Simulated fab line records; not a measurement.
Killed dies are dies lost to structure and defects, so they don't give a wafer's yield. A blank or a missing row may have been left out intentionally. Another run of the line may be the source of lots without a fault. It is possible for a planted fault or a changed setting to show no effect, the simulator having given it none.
fab line records	flow sky130
record: lots: 13	wafers: 39	last-day: 52
route steps=708 shown NWELL@79 VT_ADJUST_LVTN@107 SONOS_ONO@170
lots untouched by any fault: they come from a run of this same line in which no faults occurred
start-h: hours from the record's opening day to when the first of the lot's shown wafers began	wait-h: time in hours since the lot's previous step	" the same as in the row above	L1.1+2: a single row standing in for several wafers	- either no value or no given start	* or withheld: withheld	< > ~ a bound
route shown NAME@n: NAME is a module with steps in the file, n the number in the route of the first one	usual: mean/standard deviation taken from wafers without a fault	same: alike in all rows	chamber/n: place in a boat	sites: readings site by site	_std_site: standard deviation across them	_edge_site: outer sites' mean less inner sites'	radius-mm: how far each site lies from the wafer's centre	mask NAME#n: copy n	behind: the tool/chamber that last shaped the wafer	hold: the reason the lot was held/the length of the hold in hours/how it ended	device: names the non-switching transistor (n, p or np)	end of line: the same wafers' tests at the end of the route	step lacking rows: just its recipe	killed: dies that structure and defects cost at the first sort, which is not the same as the wafer's yield	map: per-die view of a wafer (x killed, . not killed, _ where there is no die)
set.NAME: setting as actually run; set.NAME@STEP: the setting as run at that earlier step	model.NAME: the simulator's own value behind a step, which no gauge read
route steps across a sampled set of lots; one table per step, one row per wafer
services: the hour from which a tool's chamber was out of use, counted from the record's first day as start-h (under 0 if before that day), plus the number of hours and why
== steps ==
step: SKY_NWELL_TW_MEAS_26
usual: NWELL_2_TW: 494/3.8
lot.wafer	tool	chamber	start-h	wait-h	NWELL_2_TW
L707.1	film-metro-02	-	102.82	0.1	490
L707.2	"	-	"	"	490
L707.3	"	-	"	"	492
L708.1	film-metro-02	-	107.38	0.1	490
L708.3	"	-	"	"	490
L708.6	"	-	"	"	488
L709.1	film-metro-02	-	114.10	0.1	490
L709.3	"	-	"	"	488
L709.6	"	-	"	"	489
L712.1	film-metro-03	-	131.33	0.1	501
L712.4	"	-	"	"	500
L712.5	"	-	"	"	501
L714.2	film-metro-02	-	141.21	0.1	495
L714.4	"	-	"	"	493
L714.6	"	-	"	"	494
L715.2	film-metro-01	-	146.48	0.1	493
L715.3	"	-	"	"	491
L715.4	"	-	"	"	495
L716.2	film-metro-02	-	148.03	0.1	492
L716.4	"	-	"	"	493
L716.5	"	-	"	"	495
L718.1	film-metro-02	-	156.20	0.1	493
L718.2	"	-	"	"	492
L718.4	"	-	"	"	491
L719.2	film-metro-01	-	159.78	0.1	490
L719.4	"	-	"	"	490
L719.5	"	-	"	"	489
L723.1	film-metro-03	-	173.97	0.1	498
L723.5	"	-	"	"	503
L723.6	"	-	"	"	502
L728.2	film-metro-01	-	319.16	0.1	493
L728.3	"	-	"	"	490
L728.4	"	-	"	"	491
L730.2	film-metro-01	-	319.63	0.1	494
L730.3	"	-	"	"	493
L730.5	"	-	"	"	490
L729.2	film-metro-02	-	320.11	0.1	495
L729.4	"	-	"	"	498
L729.6	"	-	"	"	495
step: SKY_VT_ADJUST_LVTN_TW_MEAS_10
usual: VT_ADJUST_LVTN_TW: 242.2/2.1
lot.wafer	tool	chamber	start-h	wait-h	VT_ADJUST_LVTN_TW
L707.1	film-metro-04	-	135.85	0.1	243.5
L707.2	"	-	"	"	243.6
L707.3	"	-	"	"	243.6
L708.1	film-metro-02	-	138.79	0.1	241.7
L708.3	"	-	"	"	240.7
L708.6	"	-	"	"	241.1
L709.1	film-metro-02	-	145.44	0.1	240.2
L709.3	"	-	"	"	239.4
L709.6	"	-	"	"	240.4
L712.1	film-metro-03	-	159.64	0.1	243.7
L712.4	"	-	"	"	243.7
L712.5	"	-	"	"	245.5
L714.2	film-metro-03	-	167.25	0.1	244.6
L714.4	"	-	"	"	244.6
L714.6	"	-	"	"	244.5
L715.2	film-metro-03	-	172.48	0.1	242.5
L715.3	"	-	"	"	244.4
L715.4	"	-	"	"	243.8
L716.2	film-metro-04	-	173.43	0.1	242.9
L716.4	"	-	"	"	243.2
L716.5	"	-	"	"	242.7
L718.1	film-metro-04	-	179.62	0.1	243.3
L718.2	"	-	"	"	242.7
L718.4	"	-	"	"	243.4
L719.2	film-metro-02	-	183.13	0.1	239.7
L719.4	"	-	"	"	238.7
L719.5	"	-	"	"	238.9
L723.1	film-metro-04	-	201.58	0.1	238.2
L723.5	"	-	"	"	238.9
L723.6	"	-	"	"	238.3
L728.2	film-metro-03	-	372.85	0.1	243.4
L728.3	"	-	"	"	243.8
L728.4	"	-	"	"	243.3
L730.2	film-metro-03	-	374.00	0.1	242.1
L730.3	"	-	"	"	243.5
L730.5	"	-	"	"	242.3
L729.2	film-metro-02	-	374.35	0.1	239.5
L729.4	"	-	"	"	240.6
L729.6	"	-	"	"	240.5
step: SKY_VT_ADJUST_LVTN_OVL_MEAS_18
usual: VT_ADJUST_LVTN_01_OVL: -0.2/1.4
lot.wafer	tool	chamber	start-h	wait-h	VT_ADJUST_LVTN_01_OVL[nm]
L707.1	overlay-02	-	149.79	0.1	-0.4
L707.2	"	-	"	"	-2.1
L707.3	"	-	"	"	0.7
L708.1	overlay-01	-	152.49	0.1	1.1
L708.3	"	-	"	"	0.2
L708.6	"	-	"	"	1.9
L709.1	overlay-01	-	158.71	0.1	0.3
L709.3	"	-	"	"	-1.0
L709.6	"	-	"	"	-0.3
L712.1	overlay-01	-	170.94	0.1	-0.5
L712.4	"	-	"	"	-1.0
L712.5	"	-	"	"	-0.1
L714.2	overlay-01	-	177.87	0.1	1.2
L714.4	"	-	"	"	1.0
L714.6	"	-	"	"	0.2
L715.2	overlay-01	-	182.49	0.1	-1.1
L715.3	"	-	"	"	0.9
L715.4	"	-	"	"	1.2
L716.2	overlay-02	-	183.81	0.1	-2.2
L716.4	"	-	"	"	-3.8
L716.5	"	-	"	"	-3.0
L718.1	overlay-02	-	188.56	0.1	-1.0
L718.2	"	-	"	"	0.7
L718.4	"	-	"	"	0.6
L719.2	overlay-01	-	192.54	0.1	-3.4
L719.4	"	-	"	"	-3.2
L719.5	"	-	"	"	-2.7
L723.1	overlay-01	-	218.25	0.1	-0.9
L723.5	"	-	"	"	-0.9
L723.6	"	-	"	"	-0.6
L728.2	overlay-01	-	401.01	0.1	-2.0
L728.3	"	-	"	"	0.5
L728.4	"	-	"	"	-0.4
L730.2	overlay-02	-	401.31	0.1	-0.3
L730.3	"	-	"	"	-1.5
L730.5	"	-	"	"	0.5
L729.2	overlay-01	-	402.34	0.1	-0.2
L729.4	"	-	"	"	1.0
L729.6	"	-	"	"	0.7
step: SKY_SONOS_ONO_CVD_02
recipe: material: Si3N4	precursor: DCS/NH3	target-thk-nm: 10.5	temp-c: 770	time-s: 180	pressure-mtorr: 250
usual: spike-tc-bottom-C: 790.4/1.5	spike-tc-centre-C: 769.7/0.98	spike-tc-lower-C: 769.7/1.1	spike-tc-top-C: 787.2/0.96	spike-tc-upper-C: 769.8/1.1
lot.wafer	tool	chamber	start-h	wait-h	spike-tc-bottom-C	spike-tc-centre-C	spike-tc-lower-C	spike-tc-top-C	spike-tc-upper-C
L707.1	lpcvd-02	1	204.37	1.1	787.6	769.9	769.6	785.9	772.0
L707.2	"	1	"	"	790.7	770.1	770.8	787.0	769.3
L707.3	"	1	"	"	789.1	769.9	769.1	785.9	768.4
L708.1	lpcvd-02	1	211.96	0.1	788.2	771.0	769.8	787.8	769.7
L708.3	"	1	"	"	789.6	769.6	770.3	786.3	770.2
L708.6	"	1	"	"	788.7	770.2	769.7	786.9	769.2
L709.1	lpcvd-02	0	220.15	0.1	791.6	770.1	770.0	787.4	769.9
L709.3	"	0	"	"	791.8	769.8	769.8	786.0	768.6
L709.6	"	0	"	"	791.9	770.6	771.2	787.3	770.2
L712.1	lpcvd-02	1	237.40	0.5	788.1	771.0	767.9	787.2	771.0
L712.4	"	1	"	"	790.1	769.9	768.9	786.4	770.9
L712.5	"	1	"	"	789.6	768.2	769.1	788.4	771.0
L714.2	lpcvd-02	1	249.36	0.0	790.6	769.1	769.4	788.1	770.1
L714.4	"	1	"	"	788.0	771.1	769.7	787.5	768.7
L714.6	"	1	"	"	789.3	768.8	769.3	785.9	771.4
L715.2	lpcvd-02	1	257.34	0.8	790.2	769.0	769.5	787.1	770.5
L715.3	"	1	"	"	789.2	769.9	769.8	788.0	770.2
L715.4	"	1	"	"	788.2	769.6	770.5	786.2	771.8
L716.2	lpcvd-02	0	261.39	0.5	792.3	770.8	770.4	786.2	769.2
L716.4	"	0	"	"	790.8	769.1	767.8	788.9	770.8
L716.5	"	0	"	"	793.4	770.4	770.2	788.5	768.1
L718.1	lpcvd-02	0	272.75	0.1	790.5	770.7	767.9	786.4	768.7
L718.2	"	0	"	"	791.3	770.8	770.2	788.0	768.5
L718.4	"	0	"	"	789.3	770.5	770.6	789.3	769.5
L719.2	lpcvd-02	0	277.47	1.9	791.4	769.6	770.6	787.0	769.4
L719.4	"	0	"	"	790.5	768.4	769.1	785.9	768.3
L719.5	"	0	"	"	790.0	771.2	769.8	786.2	769.6
L723.1	lpcvd-02	0	312.68	7.3	779.6	754.6	757.9	775.7	755.3
L723.5	"	0	"	"	779.4	757.3	756.7	775.8	757.9
L723.6	"	0	"	"	779.0	757.8	757.4	776.0	754.8
L728.2	lpcvd-02	1	524.69	0.8	791.0	770.1	769.0	786.3	769.9
L728.3	"	1	"	"	788.8	769.5	768.9	787.4	769.1
L728.4	"	1	"	"	789.8	770.4	770.9	787.6	771.2
L729.2	lpcvd-02	0	524.69	0.8	791.3	769.8	771.1	789.1	769.0
L729.4	"	0	"	"	793.6	768.2	769.9	788.3	769.7
L729.6	"	0	"	"	793.1	767.7	770.1	786.2	770.0
L730.2	lpcvd-02	0	524.69	0.8	793.2	769.1	768.5	787.0	770.0
L730.3	"	0	"	"	790.3	768.3	768.5	786.4	768.8
L730.5	"	0	"	"	790.5	769.2	768.6	787.3	770.3
step: SKY_SONOS_ONO_THK_MEAS_03
recipe: reads: Si3N4_of_SONOS_ONO_CVD_02
usual: SONOS_ONO_CVD_02_THK: 10.53/0.12
lot.wafer	tool	chamber	start-h	wait-h	SONOS_ONO_CVD_02_THK[nm]
L707.1	film-metro-03	-	205.42	0.0	10.57
L707.2	"	-	"	"	10.54
L707.3	"	-	"	"	10.52
L708.1	film-metro-03	-	213.01	0.0	10.58
L708.3	"	-	"	"	10.45
L708.6	"	-	"	"	10.42
L709.1	film-metro-01	-	221.20	0.0	10.60
L709.3	"	-	"	"	10.66
L709.6	"	-	"	"	10.52
L712.1	film-metro-04	-	238.45	0.0	10.73
L712.4	"	-	"	"	10.66
L712.5	"	-	"	"	10.73
L714.2	film-metro-03	-	250.42	0.0	10.46
L714.4	"	-	"	"	10.36
L714.6	"	-	"	"	10.41
L715.2	film-metro-04	-	258.40	0.0	10.58
L715.3	"	-	"	"	10.76
L715.4	"	-	"	"	10.61
L716.2	film-metro-03	-	262.45	0.0	10.53
L716.4	"	-	"	"	10.57
L716.5	"	-	"	"	10.53
L718.1	film-metro-03	-	274.32	0.0	10.51
L718.2	"	-	"	"	10.50
L718.4	"	-	"	"	10.43
L719.2	film-metro-01	-	278.53	0.0	10.35
L719.4	"	-	"	"	10.48
L719.5	"	-	"	"	10.40
L723.1	film-metro-01	-	313.73	0.0	8.38
L723.5	"	-	"	"	8.41
L723.6	"	-	"	"	8.36
L728.2	film-metro-03	-	525.75	0.0	10.42
L728.3	"	-	"	"	10.29
L728.4	"	-	"	"	10.52
L729.2	film-metro-01	-	525.75	0.0	10.43
L729.4	"	-	"	"	10.33
L729.6	"	-	"	"	10.30
L730.2	film-metro-04	-	525.75	0.0	10.56
L730.3	"	-	"	"	10.51
L730.5	"	-	"	"	10.57
== services ==
tool	chamber	start-h	hours	kind
lpcvd-02	-	306.68	6.0	pm
lpcvd-02	-	328.24	2.8	pm
lpcvd-02	-	348.17	1.4	repair
lpcvd-02	-	443.06	28.1	pm
== key ==
first-sign: step: SKY_SONOS_ONO_CVD_02	reading: spike-tc-centre-C	direction: down	sigmas: 13	usual: 769.7	struck: 756.6
effect: step: SKY_SONOS_ONO_CVD_02	reading: spike-tc-upper-C	direction: down	sigmas: 13	usual: 769.8	struck: 756.0
effect: step: SKY_SONOS_ONO_THK_MEAS_03	reading: SONOS_ONO_CVD_02_THK	direction: down	sigmas: 18	usual: 10.53	struck: 8.38
met-at SKY_SONOS_ONO_CVD_02
struck-lots L723
struck-wafers L723.1,L723.5,L723.6
tester-left-out L723
not-acting-at SKY_NWELL_TW_MEAS_26,SKY_VT_ADJUST_LVTN_TW_MEAS_10,SKY_VT_ADJUST_LVTN_OVL_MEAS_18
onset-between 277.47 312.68
fault: kind: process-parameter-drift	tool: lpcvd-02	chamber: 0	onset-h: 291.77	steps: SKY_SONOS_ONO_CVD_02	channel: temp-c	offset: *	shape: step	end-h: 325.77	acts-in: *	stated: *
tester-left-out: of these lots the tester's yield and bins aren't shown, on N5 and GAA mostly nor the transistor test; their killed dies are dies lost to structure and defects alone, not to doping, threshold or leakage, so they don't give the yield
